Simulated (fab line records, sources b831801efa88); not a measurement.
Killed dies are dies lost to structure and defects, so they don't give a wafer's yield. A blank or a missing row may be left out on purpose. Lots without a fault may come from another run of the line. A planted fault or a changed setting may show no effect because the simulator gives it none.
Which tool did it? | flow sky130 | 11 lots, 33 wafers sampled, at 5 steps of a route of 708

WHAT THE GAUGES READ, wafer by wafer
SKY_NWELL_TW_MEAS_15. Usual: NWELL_TW 1811, standard deviation 12.
lot  | measured     | on            | NWELL_TW                      | flag
L379 | day 4 13:29  | film_metro-02 | 1817 1799 1803                |
L380 | day 4 18:29  | film_metro-02 | 1803 1802 1796                |
L381 | day 5 00:36  | film_metro-04 | 1804 1799 1805                |
L382 | day 5 05:04  | film_metro-04 | 1805 1798 1810                |
L386 | day 6 07:38  | film_metro-01 | 1825 1822 1828                |
L392 | day 8 02:16  | film_metro-02 | 1548 1559 1559 1552 1566 1555 | OFF
L395 | day 9 08:10  | film_metro-01 | 1559 1559 1553 1555 1563 1564 | OFF
L396 | day 9 08:11  | film_metro-04 | 1810 1809 1812                |
L398 | day 9 17:31  | film_metro-04 | 1812 1808 1795                |
L400 | day 10 03:55 | film_metro-02 | 1808 1797 1797                |
L402 | day 10 19:37 | film_metro-01 | 1821 1828 1826                |

SKY_NWELL_RS_MEAS_29: measures by four-point-probe. Usual: NWELL_RS 624.6 ohm/sq, standard deviation 1.9.
lot  | measured     | on            | NWELL_RS (ohm/sq)                   | flag
L379 | day 5 07:28  | film_metro-04 | 621.2 621.4 622.9                   |
L380 | day 5 12:14  | film_metro-02 | 624.4 627.2 626.3                   |
L381 | day 5 18:05  | film_metro-01 | 624.8 627.5 625.9                   |
L382 | day 5 22:31  | film_metro-01 | 624.9 624.8 625.8                   |
L386 | day 7 01:41  | film_metro-02 | 626.2 626.8 628.1                   |
L392 | day 8 22:14  | film_metro-02 | 809.5 808.4 809.3 809.6 807.9 807.4 | OFF
L395 | day 10 05:12 | film_metro-04 | 809.6 810.3 810.4 811.1 811.1 812.2 | OFF
L396 | day 10 05:50 | film_metro-02 | 624.1 625.8 624.6                   |
L398 | day 10 16:04 | film_metro-01 | 624.0 624.8 624.1                   |
L400 | day 11 02:34 | film_metro-04 | 621.6 623.2 625.8                   |
L402 | day 11 19:29 | film_metro-01 | 624.2 624.7 624.6                   |

SKY_LDD_P_CD_MEAS_07: target cd 380 nm. Usual: cd_nm 380.8 nm, standard deviation 2.4.
lot  | measured     | on        | cd_nm (nm)        | flag
L379 | day 18 08:29 | cd_sem-02 | 378.6 381.9 380.3 |
L380 | day 18 19:08 | cd_sem-02 | 385.4 381.8 386.1 |
L381 | day 19 01:34 | cd_sem-01 | 377.5 382.0 377.9 |
L382 | day 19 09:13 | cd_sem-01 | 378.1 376.3 378.2 |
L386 | day 21 13:31 | cd_sem-02 | 382.8 382.1 384.2 |
L396 | day 26 08:02 | cd_sem-02 | 383.5 382.8 383.6 |
L398 | day 26 21:47 | cd_sem-02 | 376.8 376.8 376.0 |
L400 | day 27 18:03 | cd_sem-01 | 380.6 378.2 380.7 |
L402 | day 27 21:23 | cd_sem-01 | 385.6 384.6 384.1 |

WHICH TOOL RAN EACH LOT (tool, then ch and the chambers of the sampled wafers, then the start)
lot  | SKY_NWELL_IMPLANT_11            | SKY_POLY_GATE_ETCH_15
L379 | implanter-02 ch 0, day 4 12:57  | rie_diel-01 ch 0,1,3, day 15 18:14
L380 | implanter-04 ch 0, day 4 17:57  | rie_diel-01 ch 0,1,3, day 16 05:44
L381 | implanter-01 ch 0, day 5 00:05  | rie_diel-02 ch 0,3, day 16 11:11
L382 | implanter-01 ch 0, day 5 04:31  | rie_diel-01 ch 0,1,2, day 16 19:44
L386 | implanter-01 ch 0, day 6 07:07  | rie_diel-02 ch 0,1,3, day 18 20:38
L392 | implanter-01 ch 0, day 8 01:43  | -
L395 | implanter-01 ch 0, day 9 07:37  | -
L396 | implanter-04 ch 0, day 9 07:38  | rie_diel-01 ch 0,1, day 23 18:45
L398 | implanter-02 ch 0, day 9 16:58  | rie_diel-01 ch 1,2,3, day 24 08:44
L400 | implanter-04 ch 0, day 10 03:22 | rie_diel-01 ch 0,2,3, day 25 05:23
L402 | implanter-02 ch 0, day 10 19:04 | rie_diel-04 ch 1,2, day 25 08:39
- SKY_NWELL_IMPLANT_11
- SKY_POLY_GATE_ETCH_15: etches BARC in N2/H2, stops on SiO2, time 118.5 s, target depth 110 nm.

WHAT THE TOOLS THEMSELVES READ (means of the sampled wafers that have a number; where no wafer has one, the mark that the record gives instead)
SKY_NWELL_IMPLANT_11. Usual: dose_ions_cm2 1.9003e+13, standard deviation 2.1e+10; faraday_current_uA 107.2, standard deviation 2.2.
lot  | tool         | dose_ions_cm2 | faraday_current_uA | flag
L379 | implanter-02 | 1.9009e+13    | 106.0              |
L380 | implanter-04 | 1.8993e+13    | 106.7              |
L381 | implanter-01 | 1.8998e+13    | 107.8              |
L382 | implanter-01 | 1.8997e+13    | 106.2              |
L386 | implanter-01 | 1.9019e+13    | 107.5              |
L392 | implanter-01 | 1.1731e+13    | 67.8               | OFF
L395 | implanter-01 | 1.1731e+13    | 65.6               | OFF
L396 | implanter-04 | 1.8979e+13    | 107.2              |
L398 | implanter-02 | 1.9008e+13    | 105.3              |
L400 | implanter-04 | 1.9014e+13    | 107.7              |
L402 | implanter-02 | 1.9012e+13    | 106.7              |

SKY_POLY_GATE_ETCH_15. Usual: drypump_motor_current_A 5.7 A, standard deviation 0.48; oes_product_au 0.716 a.u., standard deviation 0.0051; throttle_valve_pct 13.213 %, standard deviation 0.0086.
lot  | tool        | drypump_motor_current_A (A) | oes_product_au (a.u.) | throttle_valve_pct (%) | flag
L379 | rie_diel-01 | 5.5                         | 0.718                 | 13.214                 |
L380 | rie_diel-01 | 5.5                         | 0.717                 | 13.216                 |
L381 | rie_diel-02 | 5.9                         | 0.711                 | 13.220                 |
L382 | rie_diel-01 | 5.2                         | 0.720                 | 13.211                 |
L386 | rie_diel-02 | 6.1                         | 0.712                 | 13.219                 |
L396 | rie_diel-01 | 5.5                         | 0.718                 | 13.217                 |
L398 | rie_diel-01 | 5.2                         | 0.717                 | 13.217                 |
L400 | rie_diel-01 | 5.4                         | 0.715                 | 13.208                 |
L402 | rie_diel-04 | 5.8                         | 0.712                 | 13.220                 |

THE ANSWER, worked out from the rows above alone
Rule: a lot is off if the mean of its wafers that have a number lies more than 3 standard deviations from the usual mean. A lot without any number at a reading at which 4 lots or more have one is off too. The other lots that the step has rows for count as sound. The gauges are gone through in route order, then the tools' own readings, and for those a lot's mean is taken as printed above. The first step at which some lot is off is used, and at that step the reading that is off furthest; a lot without a number counts as furthest.
Off: L392, L395, at SKY_NWELL_TW_MEAS_15 (NWELL_TW).
A tool fits if, at a process step before that reading, it ran every lot that is off, and no sound lot after the first of them. The gauges at SKY_NWELL_TW_MEAS_15 aren't tried: what is off there is off at SKY_NWELL_IMPLANT_11 too, on other tools, and a gauge's error can't cause that. One fits: implanter-01 at SKY_NWELL_IMPLANT_11. Its last sound lot is L386 (day 6 07:07), its first lot that is off L392 (day 8 01:43): a fault that began between those two fits.
The tool's own readings at SKY_NWELL_IMPLANT_11 bear it out: on the lots that are off they differ by more than 5 times the standard deviation of the sound lots' means. dose_ions_cm2 reads 1.1731e+13 there against 1.9003e+13 on the sound lots; faraday_current_uA reads 66.7 there against 106.8 on the sound lots.

WHAT THE SIMULATOR HAD PUT IN
Process parameter drift: implanter-01, from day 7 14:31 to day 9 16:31, at SKY_NWELL_IMPLANT_11. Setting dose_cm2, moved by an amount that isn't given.
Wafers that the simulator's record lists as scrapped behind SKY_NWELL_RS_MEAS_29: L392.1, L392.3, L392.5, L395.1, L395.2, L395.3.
Lots struck among those shown: L392, L395. The rule above found the same.
